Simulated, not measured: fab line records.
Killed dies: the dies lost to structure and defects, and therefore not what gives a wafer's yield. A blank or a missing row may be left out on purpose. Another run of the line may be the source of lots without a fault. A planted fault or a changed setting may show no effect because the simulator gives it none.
What tool caused it? || flow gf180mcu || 13 lots, 39 wafers sampled, at 4 steps of a route of 602

## WHAT THE GAUGES READ, wafer by wafer
The record lacks any reading of a measuring or inspecting step that a usual standard deviation could be used to judge.

## EACH LOT AND THE TOOL THAT RAN IT (in order: tool; ch and the chambers of the sampled wafers; start)
{"lot": "L979", "GF_M3_SPUTTER_03": "pvd sputter-01, day 20 16:31", "GF_V3_ETCH_17": "rie diel-02 ch 0,1, day 22 18:00", "GF_V4_SPUTTER_22": "pvd sputter-04, day 24 19:37", "GF_V4_CVD_23": "cvd w-01 ch 0, day 24 19:39"}
{"lot": "L981", "GF_M3_SPUTTER_03": "pvd sputter-01, day 20 23:58", "GF_V3_ETCH_17": "rie diel-01 ch 1,2,3, day 23 00:00", "GF_V4_SPUTTER_22": "pvd sputter-04, day 25 00:41", "GF_V4_CVD_23": "cvd w-01 ch 0,1, day 25 00:45"}
{"lot": "L980", "GF_M3_SPUTTER_03": "pvd sputter-01, day 21 01:07", "GF_V3_ETCH_17": "rie diel-02 ch 0,3, day 23 01:00", "GF_V4_SPUTTER_22": "pvd sputter-01, day 25 01:40", "GF_V4_CVD_23": "cvd w-02 ch 0,1, day 25 01:43"}
{"lot": "L983", "GF_M3_SPUTTER_03": "pvd sputter-01, day 22 08:28", "GF_V3_ETCH_17": "rie diel-02 ch 0,2, day 24 07:00", "GF_V4_SPUTTER_22": "pvd sputter-04, day 26 05:52", "GF_V4_CVD_23": "cvd w-02 ch 1, day 26 05:56"}
{"lot": "L984", "GF_M3_SPUTTER_03": "pvd sputter-02, day 22 16:56", "GF_V3_ETCH_17": "rie diel-01 ch 1,2, day 24 14:00", "GF_V4_SPUTTER_22": "pvd sputter-01, day 26 13:02", "GF_V4_CVD_23": "cvd w-02 ch 0,1, day 26 13:05"}
{"lot": "L985", "GF_M3_SPUTTER_03": "pvd sputter-02, day 23 05:47", "GF_V3_ETCH_17": "rie diel-02 ch 0,1,3, day 25 03:00", "GF_V4_SPUTTER_22": "pvd sputter-04, day 27 01:10", "GF_V4_CVD_23": "cvd w-02 ch 0,1, day 27 01:14"}
{"lot": "L989", "GF_M3_SPUTTER_03": "pvd sputter-02, day 24 08:06", "GF_V3_ETCH_17": "rie diel-02 ch 0,1,3, day 26 03:00", "GF_V4_SPUTTER_22": "pvd sputter-04, day 28 00:04", "GF_V4_CVD_23": "cvd w-01 ch 0,1, day 28 00:07"}
{"lot": "L995", "GF_M3_SPUTTER_03": "pvd sputter-02, day 26 01:19", "GF_V3_ETCH_17": "rie diel-04 ch 0,1,2, day 27 19:00", "GF_V4_SPUTTER_22": "pvd sputter-01, day 29 13:55", "GF_V4_CVD_23": "cvd w-02 ch 1, day 29 13:58"}
{"lot": "L996", "GF_M3_SPUTTER_03": "pvd sputter-02, day 26 12:17", "GF_V3_ETCH_17": "rie diel-01 ch 0,1, day 28 06:00", "GF_V4_SPUTTER_22": "pvd sputter-01, day 30 00:46", "GF_V4_CVD_23": "cvd w-02 ch 0,1, day 30 00:50"}
{"lot": "L997", "GF_M3_SPUTTER_03": "pvd sputter-01, day 26 15:11", "GF_V3_ETCH_17": "rie diel-01 ch 0,1, day 28 09:00", "GF_V4_SPUTTER_22": "pvd sputter-03, day 30 04:01", "GF_V4_CVD_23": "cvd w-01 ch 0,1, day 30 04:05"}
{"lot": "L999", "GF_M3_SPUTTER_03": "pvd sputter-02, day 27 06:49", "GF_V3_ETCH_17": "rie diel-04 ch 1,2,3, day 28 22:00", "GF_V4_SPUTTER_22": "pvd sputter-03, day 30 15:44", "GF_V4_CVD_23": "cvd w-01 ch 1, day 30 15:46"}
{"lot": "L100", "GF_M3_SPUTTER_03": "pvd sputter-01, day 27 07:06", "GF_V3_ETCH_17": "rie diel-01 ch 0,3, day 29 00:00", "GF_V4_SPUTTER_22": "pvd sputter-04, day 30 17:52", "GF_V4_CVD_23": "cvd w-01 ch 1, day 30 17:55"}
{"lot": "L102", "GF_M3_SPUTTER_03": "pvd sputter-02, day 28 00:38", "GF_V3_ETCH_17": "rie diel-04 ch 0,1,2, day 29 15:00", "GF_V4_SPUTTER_22": "pvd sputter-03, day 31 09:00", "GF_V4_CVD_23": "cvd w-02 ch 0,1, day 31 09:02"}
- GF_M3_SPUTTER_03: material Ti, target thk 10 nm, time 6.7 s.
- GF_V3_ETCH_17: etches SiO2 in C4F8/O2/Ar, stops on TiN, target depth 635 nm.
- GF_V4_SPUTTER_22: material TiN, target thk 10 nm, time 40 s.
- GF_V4_CVD_23: deposits W, target thk 350 nm, time 104.9 s.

## AS READ BY THE TOOLS THEMSELVES (means over the sampled wafers that have a number; for cases with no such wafer, the mark the record gives instead)
GF_M3_SPUTTER_03. Usual: throttle valve pct at 29.9 %, with a standard deviation of 1.1.
{"lot": "L979", "tool": "pvd sputter-01", "throttle valve pct (%)": 30.1, "flag": ""}
{"lot": "L981", "tool": "pvd sputter-01", "throttle valve pct (%)": 29.4, "flag": ""}
{"lot": "L980", "tool": "pvd sputter-01", "throttle valve pct (%)": 29.3, "flag": ""}
{"lot": "L983", "tool": "pvd sputter-01", "throttle valve pct (%)": 30.0, "flag": ""}
{"lot": "L984", "tool": "pvd sputter-02", "throttle valve pct (%)": 30.2, "flag": ""}
{"lot": "L985", "tool": "pvd sputter-02", "throttle valve pct (%)": 29.2, "flag": ""}
{"lot": "L989", "tool": "pvd sputter-02", "throttle valve pct (%)": 29.5, "flag": ""}
{"lot": "L995", "tool": "pvd sputter-02", "throttle valve pct (%)": 30.3, "flag": ""}
{"lot": "L996", "tool": "pvd sputter-02", "throttle valve pct (%)": 30.0, "flag": ""}
{"lot": "L997", "tool": "pvd sputter-01", "throttle valve pct (%)": 29.8, "flag": ""}
{"lot": "L999", "tool": "pvd sputter-02", "throttle valve pct (%)": 29.7, "flag": ""}
{"lot": "L100", "tool": "pvd sputter-01", "throttle valve pct (%)": 29.2, "flag": ""}
{"lot": "L102", "tool": "pvd sputter-02", "throttle valve pct (%)": 30.1, "flag": ""}

GF_V3_ETCH_17. Usual: bias w 1200 W, standard deviation 3.5; oes product au 0.855 a.u., standard deviation 0.0044.
{"lot": "L979", "tool": "rie diel-02", "bias w (W)": 1197, "oes product au (a.u.)": 0.855, "flag": ""}
{"lot": "L981", "tool": "rie diel-01", "bias w (W)": 1201, "oes product au (a.u.)": 0.856, "flag": ""}
{"lot": "L980", "tool": "rie diel-02", "bias w (W)": 1201, "oes product au (a.u.)": 0.852, "flag": ""}
{"lot": "L983", "tool": "rie diel-02", "bias w (W)": 1199, "oes product au (a.u.)": 0.853, "flag": ""}
{"lot": "L984", "tool": "rie diel-01", "bias w (W)": 1199, "oes product au (a.u.)": 0.852, "flag": ""}
{"lot": "L985", "tool": "rie diel-02", "bias w (W)": 1199, "oes product au (a.u.)": 0.855, "flag": ""}
{"lot": "L989", "tool": "rie diel-02", "bias w (W)": 1215, "oes product au (a.u.)": 0.862, "flag": "OFF"}
{"lot": "L995", "tool": "rie diel-04", "bias w (W)": 1197, "oes product au (a.u.)": 0.854, "flag": ""}
{"lot": "L996", "tool": "rie diel-01", "bias w (W)": 1199, "oes product au (a.u.)": 0.855, "flag": ""}
{"lot": "L997", "tool": "rie diel-01", "bias w (W)": 1201, "oes product au (a.u.)": 0.856, "flag": ""}
{"lot": "L999", "tool": "rie diel-04", "bias w (W)": 1203, "oes product au (a.u.)": 0.857, "flag": ""}
{"lot": "L100", "tool": "rie diel-01", "bias w (W)": 1197, "oes product au (a.u.)": 0.860, "flag": ""}
{"lot": "L102", "tool": "rie diel-04", "bias w (W)": 1199, "oes product au (a.u.)": 0.857, "flag": ""}

GF_V4_SPUTTER_22. Usual: throttle valve pct at 30.2 %, with a standard deviation of 1.2.
{"lot": "L979", "tool": "pvd sputter-04", "throttle valve pct (%)": 29.0, "flag": ""}
{"lot": "L981", "tool": "pvd sputter-04", "throttle valve pct (%)": 30.4, "flag": ""}
{"lot": "L980", "tool": "pvd sputter-01", "throttle valve pct (%)": 30.0, "flag": ""}
{"lot": "L983", "tool": "pvd sputter-04", "throttle valve pct (%)": 30.5, "flag": ""}
{"lot": "L984", "tool": "pvd sputter-01", "throttle valve pct (%)": 29.7, "flag": ""}
{"lot": "L985", "tool": "pvd sputter-04", "throttle valve pct (%)": 29.5, "flag": ""}
{"lot": "L989", "tool": "pvd sputter-04", "throttle valve pct (%)": 29.3, "flag": ""}
{"lot": "L995", "tool": "pvd sputter-01", "throttle valve pct (%)": 29.3, "flag": ""}
{"lot": "L996", "tool": "pvd sputter-01", "throttle valve pct (%)": 30.0, "flag": ""}
{"lot": "L997", "tool": "pvd sputter-03", "throttle valve pct (%)": 29.8, "flag": ""}
{"lot": "L999", "tool": "pvd sputter-03", "throttle valve pct (%)": 30.6, "flag": ""}
{"lot": "L100", "tool": "pvd sputter-04", "throttle valve pct (%)": 30.9, "flag": ""}
{"lot": "L102", "tool": "pvd sputter-03", "throttle valve pct (%)": 30.0, "flag": ""}

GF_V4_CVD_23. Usual: heater power w at 869 W, with a standard deviation of 98.
{"lot": "L979", "tool": "cvd w-01", "heater power w (W)": 769, "flag": ""}
{"lot": "L981", "tool": "cvd w-01", "heater power w (W)": 946, "flag": ""}
{"lot": "L980", "tool": "cvd w-02", "heater power w (W)": 835, "flag": ""}
{"lot": "L983", "tool": "cvd w-02", "heater power w (W)": 805, "flag": ""}
{"lot": "L984", "tool": "cvd w-02", "heater power w (W)": 841, "flag": ""}
{"lot": "L985", "tool": "cvd w-02", "heater power w (W)": 849, "flag": ""}
{"lot": "L989", "tool": "cvd w-01", "heater power w (W)": 944, "flag": ""}
{"lot": "L995", "tool": "cvd w-02", "heater power w (W)": 825, "flag": ""}
{"lot": "L996", "tool": "cvd w-02", "heater power w (W)": 850, "flag": ""}
{"lot": "L997", "tool": "cvd w-01", "heater power w (W)": 841, "flag": ""}
{"lot": "L999", "tool": "cvd w-01", "heater power w (W)": 1018, "flag": ""}
{"lot": "L100", "tool": "cvd w-01", "heater power w (W)": 1042, "flag": ""}
{"lot": "L102", "tool": "cvd w-02", "heater power w (W)": 854, "flag": ""}

## THE ANSWER, worked out from the rows above alone
Rule: take the mean of a lot's wafers that have a number; if it is more than 3 standard deviations from the usual mean, the lot is off. Also off: a lot with no number at a reading for which 4 or more lots have one. The other lots that the step has rows for count as sound. After the gauges, taken in route order, come the tools' own readings; for these a lot's mean is taken, as printed above. The first step at which some lot is off is used, and at that step the reading that is off furthest; a lot without a number counts as furthest.
Off: L989 (GF_V3_ETCH_17, bias w).
If a tool, at that step or one of the process steps before it, ran each lot that is off and ran no sound lot following the first of them, it fits. One fits: GF_V3_ETCH_17 on rie diel-02. A fault onset in the window from L985 (day 25 03:00, its last sound lot) to L989 (day 26 03:00, its first lot off) fits.
The tool's own readings at GF_V3_ETCH_17 bear it out: on the lots that are off they differ by more than 5 times the standard deviation of the sound lots' means. bias w reads 1215 W there against 1199 W on the sound lots.

## WHAT HAD BEEN PUT IN BY THE SIMULATOR
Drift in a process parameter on rie diel-02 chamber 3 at GF_V3_ETCH_17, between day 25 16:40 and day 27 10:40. The setting bias w was moved by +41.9, starting from 1200. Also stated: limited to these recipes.
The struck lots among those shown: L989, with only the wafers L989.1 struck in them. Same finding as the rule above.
